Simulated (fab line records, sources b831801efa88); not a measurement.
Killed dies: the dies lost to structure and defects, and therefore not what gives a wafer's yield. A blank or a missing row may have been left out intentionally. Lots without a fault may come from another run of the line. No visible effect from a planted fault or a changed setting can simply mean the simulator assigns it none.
Shared-tool check | flow sky130 | 12 lots, 36 wafers sampled

## REASON IT WAS OPENED
At SKY_SD_N_OVL_MEAS_08 the reading SD_N_OVL is flagged on 4 of 12 lots. Wafers without a fault read 0.0 nm, standard deviation 1.4.
Rule: a lot gets a flag if all its wafers with a number sit over 4 standard deviations from that mean, or if no wafer of it has a number. The other lots count as sound.

lot  | measured     | on         | SD_N_OVL (nm), wafer by wafer | flag
L593 | day 27 08:31 | overlay-01 | 0.4 -0.2 -0.1                 | 
L599 | day 30 00:40 | overlay-01 | -2.0 -0.9 -0.3                | 
L600 | day 30 05:40 | overlay-01 | 0.7 -0.4 0.5                  | 
L601 | day 30 12:43 | overlay-02 | 229.1 228.9 228.1             | FLAGGED
L602 | day 30 20:01 | overlay-01 | 227.5 229.2 228.1             | FLAGGED
L603 | day 31 17:34 | overlay-01 | 228.3 227.5 227.7             | FLAGGED
L604 | day 31 18:59 | overlay-02 | 228.7 228.4 227.1             | FLAGGED
L606 | day 31 23:01 | overlay-01 | -2.2 -2.6 -2.0                | 
L607 | day 32 12:07 | overlay-02 | -1.7 -1.6 -2.7                | 
L608 | day 33 18:40 | overlay-02 | 3.5 4.5 1.1                   | 
L610 | day 34 01:08 | overlay-01 | 0.5 -0.1 -0.7                 | 
L616 | day 35 12:22 | overlay-02 | -0.1 1.8 0.4                  | 
Averaged over the flagged lots the numbers come to 228.2 nm, +228.2 nm from the usual (+99 or more standard deviations).

## LOT BY LOT: THE TOOL USED
2 process steps preceding the reading are held in the record, out of 708 steps in the route. Each cell gives the tool, then ch followed by the chambers the sampled wafers passed through, then the start.
lot  | flag    | SKY_LDD_LDN_STRIP_12                | SKY_SD_N_EXPOSE_04
L593 |         | plasmaAsher-02 ch 0,1, day 22 11:19 | ilineStepper-01 ch 0, day 26 18:36
L599 |         | plasmaAsher-03 ch 0,1, day 25 05:01 | ilineStepper-02 ch 0, day 29 10:20
L600 |         | plasmaAsher-04 ch 0,1, day 25 08:58 | ilineStepper-02 ch 0, day 29 14:37
L601 | FLAGGED | plasmaAsher-03 ch 0,1, day 25 16:10 | ilineStepper-02 ch 0, day 29 22:32
L602 | FLAGGED | plasmaAsher-04 ch 0,1, day 25 23:33 | ilineStepper-02 ch 0, day 30 06:46
L603 | FLAGGED | plasmaAsher-02 ch 0,1, day 26 22:08 | ilineStepper-02 ch 0, day 31 03:50
L604 | FLAGGED | plasmaAsher-02 ch 0,1, day 26 22:30 | ilineStepper-02 ch 0, day 31 05:11
L606 |         | plasmaAsher-04 ch 0,1, day 27 04:08 | ilineStepper-01 ch 0, day 31 09:37
L607 |         | plasmaAsher-02 ch 0,1, day 27 17:40 | ilineStepper-01 ch 0, day 31 22:35
L608 |         | plasmaAsher-04 ch 0,1, day 29 04:37 | ilineStepper-01 ch 0, day 33 05:46
L610 |         | plasmaAsher-03 ch 0,1, day 29 08:33 | ilineStepper-01 ch 0, day 33 12:23
L616 |         | plasmaAsher-02 ch 0,1, day 31 03:16 | ilineStepper-01 ch 0, day 35 01:27
What the steps here do:
- SKY_LDD_LDN_STRIP_12: strips in O2/N2.
- SKY_SD_N_EXPOSE_04: exposes mask NSDM, target cd 380 nm.
- SKY_SD_N_OVL_MEAS_08

## FLAGGED OVER TOTAL, TOOL BY TOOL (the gauges that took the reading come last)
step                 | tool            | lots run | flagged | share of the flagged lots | sound lots run after its first flagged lot
SKY_LDD_LDN_STRIP_12 | plasmaAsher-02  | 5        | 2       | some                      | 2 (L607,L616)
SKY_LDD_LDN_STRIP_12 | plasmaAsher-03  | 3        | 1       | some                      | 1 (L610)
SKY_LDD_LDN_STRIP_12 | plasmaAsher-04  | 4        | 1       | some                      | 2 (L606,L608)
SKY_SD_N_EXPOSE_04   | ilineStepper-01 | 6        | 0       | none                      | -
SKY_SD_N_EXPOSE_04   | ilineStepper-02 | 6        | 4       | all                       | 0
SKY_SD_N_OVL_MEAS_08 | overlay-01      | 7        | 2       | some                      | 2 (L606,L610)
SKY_SD_N_OVL_MEAS_08 | overlay-02      | 5        | 2       | some                      | 3 (L607,L608,L616)

## WHAT IS ALLOWED BY THE TABLE
Rows of the table that ran each flagged lot: 1, that is ilineStepper-02 at SKY_SD_N_EXPOSE_04.
- ilineStepper-02 at SKY_SD_N_EXPOSE_04 ran 6 lots, 4 of them flagged. Last sound lot L600 at day 29 14:37, first flagged lot L601 at day 29 22:32; a fault beginning in between fits.
One tool is left: ilineStepper-02 at SKY_SD_N_EXPOSE_04.

## WHAT THE SIMULATOR HAD INSERTED
Scanner matching overlay: ilineStepper-02, from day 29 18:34 on, at SKY_SD_N_EXPOSE_04. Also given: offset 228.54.
Shown lots that were struck: L601, L602, L603, L604. The rule above reached the same finding.
